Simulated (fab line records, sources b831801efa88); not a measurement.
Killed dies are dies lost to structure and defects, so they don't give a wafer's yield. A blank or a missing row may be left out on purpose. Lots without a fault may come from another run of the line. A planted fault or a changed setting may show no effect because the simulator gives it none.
A struck lot beside a sound one | flow gf180mcu | 17 steps out of a route of 602
Sound: wafers L445.3, L445.4, L445.5. Struck: wafers L460.2, L460.3. (L460.5 of the same lot was not struck and is left out.) The cause comes at the end.
At each step with rows: each side's tool, then ch and its chambers, then its first start. Under that, the readings that differ: sound wafers | struck wafers | difference of the means | sigmas: that difference in standard deviations of wafers without a fault.
alike: readings whose means differ by less than 2 such deviations, and words and numbers that are the same on both sides. not compared: withheld readings, readings that some wafer has no value for, bounds like >300 that may hide the same value, and numbers for which the record gives no deviation and whose values overlap.
The two part at a step that has a row with sigmas, a row that says differs or no value, or rows on one side only. Numbers that don't overlap but have no deviation are shown without sigmas and don't part them. A reading that every wafer of one side lacks parts them only if that side has two wafers or more.

first, 4 steps without rows for these wafers: GF_M1_SOFTBAKE_10 (time 60 s); GF_M1_EXPOSE_11 (exposes mask Metal1, target cd 230 nm); GF_M1_PEB_12 (peb time 90 s); GF_M1_DEVELOP_13 (develop time 60 s).
GF_M1_CD_MEAS_14: target cd 230 nm.
  sound on cd_sem-01, day 17 03:54; struck on cd_sem-01, day 22 15:11
  alike: cd_nm
GF_M1_OVL_MEAS_15:
  sound on overlay-01, day 17 03:59; struck on overlay-01, day 22 15:17
  alike: M1_OVL
GF_M1_METAL_ETCH_16: etches the open film in Cl2/BCl3, stops on SiO2, target depth 750.8 nm, time 125.1 s.
  sound on rie_metal-02 ch 0,1, day 17 04:03; struck on rie_metal-02 ch 0,1, day 22 15:19
  alike: drypump_motor_current_A, oes_product_au, throttle_valve_pct
  not compared: rf_hours_counter_h
GF_M1_STRIP_17: strips in O2/N2.
  sound on plasma_asher-03 ch 0,1, day 17 04:10; struck on plasma_asher-02 ch 0,1, day 22 15:27
  alike: drypump_motor_current_A, heater_power_w, oes_product_au, strip_time_to_endpoint_s
  not compared: rf_hours_counter_h
then, 3 steps without rows for these wafers: GF_M1_STRIP_18 (strips in post etch residue remover, time 1200 s); GF_M1_CLEAN_19 (cleans in DIW); GF_V1_CVD_00 (deposits SiO2, target thk 600 nm, time 100 s).
GF_V1_THK_MEAS_01:
  sound on film_metro-03, day 17 04:46; struck on film_metro-02, day 22 16:04
  alike: V1_CVD_00_THK
GF_V1_CVD_02: deposits SiO2 from TEOS, target thk 850 nm, time 94.851 s.
  sound on pecvd-01 ch 0,1, day 17 04:49; struck on pecvd-04 ch 1,2, day 22 16:07
  reading                             | sound             | struck      | difference | sigmas
  run_length_s (s)                    | 123.1 123.3 122.8 | 133.8 134.1 | +10.9      | +25
  model.SiO2_of_V1_CVD_02.thk_nm (nm) | 835.7 851.7 853.6 | 941.3 937   | +92.1      |
  alike: heater_power_w
GF_V1_THK_MEAS_03:
  sound on film_metro-03, day 17 04:54; struck on film_metro-03, day 22 16:11
  reading            | sound       | struck  | difference | sigmas
  V1_CVD_02_THK (nm) | 836 851 853 | 942 938 | +93        | +9
GF_V1_CMP_04: polishes SiO2.
  sound on cmp-01 ch 0,2,3, day 17 04:56; struck on cmp-02 ch 1,2, day 22 16:17
  reading                | sound             | struck      | difference | sigmas
  slurry_flow_ml_min     | 150.1 150.6 150.0 | 149.7 148.3 | -1.2       | -3
  time_to_endpoint_s (s) | 79 81 85          | 117 112     | +33        | +7
  alike: motor_current_A, retaining_ring_pressure_frac, slurry_filter_dp_kPa
GF_V1_BOW_MEAS_05:
  sound on film_metro-03, day 17 05:17; struck on film_metro-04, day 22 16:34
  alike: V1_BOW
GF_PASSIVATION_PROBE_99:
  the record has rows for the sound wafers here (prober-02, day 29 01:20) and none for the struck ones

WHERE THEY PART
First at GF_V1_CVD_02; last, within this record, at GF_PASSIVATION_PROBE_99.

WHY: what the simulator had put in
Process parameter drift: pecvd-04, from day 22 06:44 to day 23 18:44, at GF_V1_CVD_02. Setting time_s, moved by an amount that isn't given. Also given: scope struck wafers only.
